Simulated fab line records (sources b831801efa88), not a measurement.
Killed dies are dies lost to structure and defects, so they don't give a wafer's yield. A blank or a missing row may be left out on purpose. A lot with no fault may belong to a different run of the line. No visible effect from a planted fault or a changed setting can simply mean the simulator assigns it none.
Which of the tools did it? -- flow sky130 -- 36 wafers from 12 lots sampled at 2 of the route's 708 steps

## WHAT EACH GAUGE READ, for each wafer
SKY_LI_CONTACT_BOW_MEAS_03.
lot,measured,on,LI_CONTACT_BOW (um)
L075,day 29 10:14,film_metro-04,67 59 52
L077,day 29 18:33,film_metro-04,51 56 65
L079,day 30 07:31,film_metro-01,53 52 58
L081,day 30 16:13,film_metro-04,64 53 56
L083,day 31 07:39,film_metro-01,53 42 39
L085,day 31 17:56,film_metro-03,51 58 62
L087,day 32 15:13,film_metro-03,59 46 56
L089,day 32 23:25,film_metro-03,45 57 72
L091,day 34 06:02,film_metro-03,55 63 59
L093,day 34 09:50,film_metro-04,45 47 57
L095,day 34 19:49,film_metro-04,46 48 68
L097,day 35 03:05,film_metro-03,61 56 61

## TOOL THAT RAN EACH LOT (tool first, then ch and the chambers of the sampled wafers, then the start)
lot,SKY_VT_ADJUST_LVTN_STRIP_09
L075,"plasma_asher-03 ch 0,1, day 7 21:37"
L077,"plasma_asher-03 ch 0,1, day 8 02:53"
L079,"plasma_asher-03 ch 0,1, day 8 12:26"
L081,"plasma_asher-01 ch 0,1, day 8 20:32"
L083,"plasma_asher-01 ch 0,1, day 9 10:50"
L085,"plasma_asher-04 ch 0,1, day 9 22:05"
L087,"plasma_asher-03 ch 0,1, day 10 12:03"
L089,"plasma_asher-04 ch 0, day 11 01:29"
L091,"plasma_asher-01 ch 0,1, day 11 12:05"
L093,"plasma_asher-04 ch 0,1, day 12 07:52"
L095,"plasma_asher-01 ch 1, day 12 21:28"
L097,"plasma_asher-04 ch 0,1, day 13 03:46"
- SKY_VT_ADJUST_LVTN_STRIP_09: strips in O2/N2.

## THE ANSWER, worked out from the rows above alone
Rule: what is usual is taken from the lots themselves. Put in order of their means at a reading, lots are off if they are a third of the lots or fewer, leave a main group of 4 or more, and stand apart from it by a gap of 3 or more times the standard deviation of the main group's means; of several such gaps the widest counts. A main group is skipped when, at the precision printed for the reading in the tables above, its means are all equal. A lot without any number at a reading at which 4 lots or more have one is off too. Any other lot the step has rows for is counted as sound.
Nothing can be told from this: no lot is off at any reading shown.

## WHAT WAS PUT IN BY THE SIMULATOR
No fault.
